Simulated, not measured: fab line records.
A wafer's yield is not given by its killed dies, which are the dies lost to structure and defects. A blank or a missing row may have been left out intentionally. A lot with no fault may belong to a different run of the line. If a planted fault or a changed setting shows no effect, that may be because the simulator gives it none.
Which tool is to blame? ; flow gf180mcu ; 15 lots, 45 wafers sampled, at 7 steps of a route of 602

WHAT THE GAUGES SHOWED, per wafer
GF_VT_IMPLANT_TW_MEAS_10.
lot;measured;on;VT_IMPLANT_TW
L587;day 5 17:23;film-metro-03;566 564 562
L588;day 5 23:12;film-metro-02;567 567 561
L589;day 6 10:26;film-metro-02;568 564 568
L590;day 6 10:44;film-metro-03;555 555 558
L591;day 7 00:50;film-metro-01;568 569 569
L592;day 7 01:44;film-metro-03;557 558 556
L595;day 7 20:53;film-metro-03;557 557 557
L597;day 8 07:13;film-metro-02;567 566 561
L598;day 8 11:38;film-metro-02;565 565 565
L599;day 8 21:03;film-metro-01;571 571 573
L602;day 9 11:32;film-metro-03;556 560 559
L603;day 9 17:05;film-metro-01;567 568 570
L604;day 10 00:38;film-metro-01;563 569 564
L605;day 10 08:32;film-metro-02;560 563 564
L609;day 11 08:35;film-metro-03;560 561 562

GF_VT_IMPLANT_RS_MEAS_46: measures by four-point-probe.
lot;measured;on;MVSD_RS (ohm/sq)
L587;day 7 15:41;film-metro-03;455.6 455.8 454.8
L588;day 7 21:47;film-metro-04;455.8 457.6 457.4
L589;day 8 11:34;film-metro-04;456.6 456.8 456.7
L590;day 8 11:55;film-metro-03;456.8 455.6 455.4
L591;day 9 01:52;film-metro-03;456.3 457.3 456.8
L592;day 9 03:50;film-metro-03;454.7 457.7 456.0
L595;day 10 01:07;film-metro-03;455.7 456.8 456.2
L597;day 10 10:43;film-metro-04;133.1 132.9 133.1
L598;day 10 15:46;film-metro-04;133.0 133.1 133.3
L599;day 11 02:05;film-metro-04;133.3 133.4 133.1
L602;day 11 18:02;film-metro-03;454.4 453.1 453.9
L603;day 12 01:09;film-metro-03;457.1 456.7 455.8
L604;day 12 07:54;film-metro-04;457.4 457.1 457.3
L605;day 12 16:34;film-metro-02;455.9 455.6 455.7
L609;day 13 10:14;film-metro-02;456.3 455.9 457.4

GF_VT_IMPLANT_RS_MEAS_47: measures by four-point-probe.
lot;measured;on;NWELL_RS (ohm/sq)
L587;day 7 15:49;film-metro-03;486.3 486.5 487.5
L588;day 7 21:55;film-metro-04;486.8 486.9 487.6
L589;day 8 11:41;film-metro-04;488.2 487.6 488.6
L590;day 8 12:02;film-metro-03;484.7 485.1 485.0
L591;day 9 01:59;film-metro-03;487.5 487.2 486.7
L592;day 9 03:57;film-metro-03;487.6 488.2 487.0
L595;day 10 01:14;film-metro-03;488.3 487.3 487.6
L597;day 10 10:50;film-metro-04;132.8 133.0 133.2
L598;day 10 15:53;film-metro-04;133.0 133.1 132.9
L599;day 11 02:13;film-metro-04;133.1 133.0 133.1
L602;day 11 18:10;film-metro-03;490.0 488.6 490.9
L603;day 12 01:16;film-metro-03;487.1 485.9 487.2
L604;day 12 08:01;film-metro-04;488.6 486.9 488.3
L605;day 12 16:41;film-metro-02;487.7 487.6 486.9
L609;day 13 10:22;film-metro-02;486.7 484.6 486.3

GF_VT_IMPLANT_RS_MEAS_48: measures by four-point-probe.
lot;measured;on;LVPWELL_RS (ohm/sq)
L587;day 7 15:56;film-metro-03;1189 1191 1186
L588;day 7 22:02;film-metro-04;1197 1198 1195
L589;day 8 11:48;film-metro-04;1199 1193 1194
L590;day 8 12:10;film-metro-03;1187 1187 1187
L591;day 9 02:06;film-metro-03;1188 1187 1191
L592;day 9 04:04;film-metro-03;1195 1190 1193
L595;day 10 01:21;film-metro-03;1188 1187 1190
L597;day 10 10:58;film-metro-04;133 133 133
L598;day 10 16:01;film-metro-04;133 133 133
L599;day 11 02:20;film-metro-04;133 133 133
L602;day 11 18:17;film-metro-03;1188 1191 1192
L603;day 12 01:23;film-metro-03;1194 1194 1194
L604;day 12 08:08;film-metro-04;1197 1200 1200
L605;day 12 16:48;film-metro-02;1196 1195 1194
L609;day 13 10:29;film-metro-02;1192 1194 1193

GF_DUAL_GATE_THK_MEAS_03.
lot;measured;on;DUAL_GATE_OXIDATION_00_THK (nm)
L587;day 7 18:59;film-metro-01;10.81 10.93 11.10
L588;day 7 23:58;film-metro-04;10.85 10.85 10.77
L589;day 8 16:19;film-metro-01;11.32 10.99 10.92
L590;day 8 16:19;film-metro-04;10.88 10.96 10.96
L591;day 9 04:35;film-metro-03;10.94 11.10 11.30
L592;day 9 06:19;film-metro-01;10.98 11.08 10.95
L595;day 10 03:13;film-metro-03;11.13 11.36 11.13
L602;day 11 20:46;film-metro-03;11.03 10.96 10.93
L603;day 12 03:59;film-metro-04;10.95 10.96 10.99
L604;day 12 10:11;film-metro-01;10.67 10.75 10.78
L605;day 12 18:40;film-metro-01;10.89 10.96 10.82
L609;day 13 14:11;film-metro-04;11.28 11.03 11.04

GF_POLY_GATE_THK_MEAS_01.
lot;measured;on;POLY_GATE_CVD_00_THK (nm)
L587;day 8 14:48;film-metro-04;200.0 199.6 199.5
L588;day 8 19:20;film-metro-04;197.6 197.8 198.4
L589;day 9 13:24;film-metro-02;199.2 199.9 199.8
L590;day 9 13:24;film-metro-01;200.6 201.7 199.8
L591;day 10 00:41;film-metro-02;198.1 200.3 199.7
L592;day 10 02:29;film-metro-02;200.6 198.8 200.8
L595;day 11 00:44;film-metro-02;198.4 196.4 199.9
L602;day 12 18:20;film-metro-04;201.9 202.5 202.0
L603;day 13 01:55;film-metro-02;202.1 200.6 201.9
L604;day 13 09:42;film-metro-02;201.0 201.0 202.3
L605;day 13 12:35;film-metro-04;196.7 197.5 197.6
L609;day 14 10:26;film-metro-04;197.9 195.9 195.9

EACH LOT AND THE TOOL THAT RAN IT (in order: tool; ch and the chambers of the sampled wafers; start)
lot;GF_VT_IMPLANT_RTA_45
L587;rtp-anneal-02 ch 0, day 7 15:29
L588;rtp-anneal-02 ch 0, day 7 21:41
L589;rtp-anneal-01 ch 0, day 8 11:28
L590;rtp-anneal-02 ch 0, day 8 11:49
L591;rtp-anneal-01 ch 0, day 9 01:46
L592;rtp-anneal-02 ch 0, day 9 03:44
L595;rtp-anneal-01 ch 0, day 10 01:01
L597;rtp-anneal-02, day 10 10:37
L598;rtp-anneal-02, day 10 15:40
L599;rtp-anneal-01, day 11 01:59
L602;rtp-anneal-02 ch 0, day 11 17:56
L603;rtp-anneal-01 ch 0, day 12 01:02
L604;rtp-anneal-01 ch 0, day 12 07:47
L605;rtp-anneal-01 ch 0, day 12 16:27
L609;rtp-anneal-01 ch 0, day 13 10:08
- GF_VT_IMPLANT_RTA_45: time 30 s.

AS READ BY THE TOOLS THEMSELVES (means over the sampled wafers that have a number; for cases with no such wafer, the mark the record gives instead)
GF_VT_IMPLANT_RTA_45.
lot;tool;anneal-temp-c-max;chamber-o2-ppm;lamp-power-pct (%);wafer_temp_C_max
L587;rtp-anneal-02;1056.7;1.998;30;1053.9
L588;rtp-anneal-02;1056.6;2.015;30;1053.8
L589;rtp-anneal-01;1054.0;2.029;42;1052.9
L590;rtp-anneal-02;1056.2;1.998;30;1053.7
L591;rtp-anneal-01;1053.7;2.008;42;1053.9
L592;rtp-anneal-02;1056.8;1.996;30;1053.5
L595;rtp-anneal-01;1054.5;2.032;42;1053.0
L597;rtp-anneal-02;-;-;-;-
L598;rtp-anneal-02;-;-;-;-
L599;rtp-anneal-01;-;-;-;-
L602;rtp-anneal-02;1057.2;2.017;30;1054.1
L603;rtp-anneal-01;1053.9;1.991;42;1054.0
L604;rtp-anneal-01;1054.6;1.999;42;1053.2
L605;rtp-anneal-01;1054.1;2.034;42;1053.7
L609;rtp-anneal-01;1054.4;1.973;42;1052.5

THE ANSWER, worked out from the rows above alone
Rule: the usual values come from the lots themselves. Put in order of their means at a reading, lots are off if they are a third of the lots or fewer, leave a main group of 4 or more, and stand apart from it by a gap of 3 or more times the standard deviation of the main group's means; of several such gaps the widest counts. Not used: any main group whose means are identical at the precision the tables above print for the reading. Also off: a lot with no number at a reading for which 4 or more lots have one. The other lots that the step has rows for count as sound. The gauges are gone through in route order, then the tools' own readings, and for those a lot's mean is taken as printed above. The first step at which some lot is off is used, and at that step the reading that is off furthest; a lot without a number counts as furthest.
Off: L597, L598, L599, at GF_VT_IMPLANT_RS_MEAS_46 (MVSD_RS). For the main group the mean is 456.2 ohm/sq and the standard deviation 0.88.
If a tool, at a process step before that reading, ran all the lots that are off and no sound lot after the first of them, it fits. Not tried: the gauges at GF_VT_IMPLANT_RS_MEAS_46; whatever is off there is also off at GF_VT_IMPLANT_RTA_45, on other tools, and gauge error can't account for it. No candidate that was tried fits.

WHAT WAS PUT IN BY THE SIMULATOR
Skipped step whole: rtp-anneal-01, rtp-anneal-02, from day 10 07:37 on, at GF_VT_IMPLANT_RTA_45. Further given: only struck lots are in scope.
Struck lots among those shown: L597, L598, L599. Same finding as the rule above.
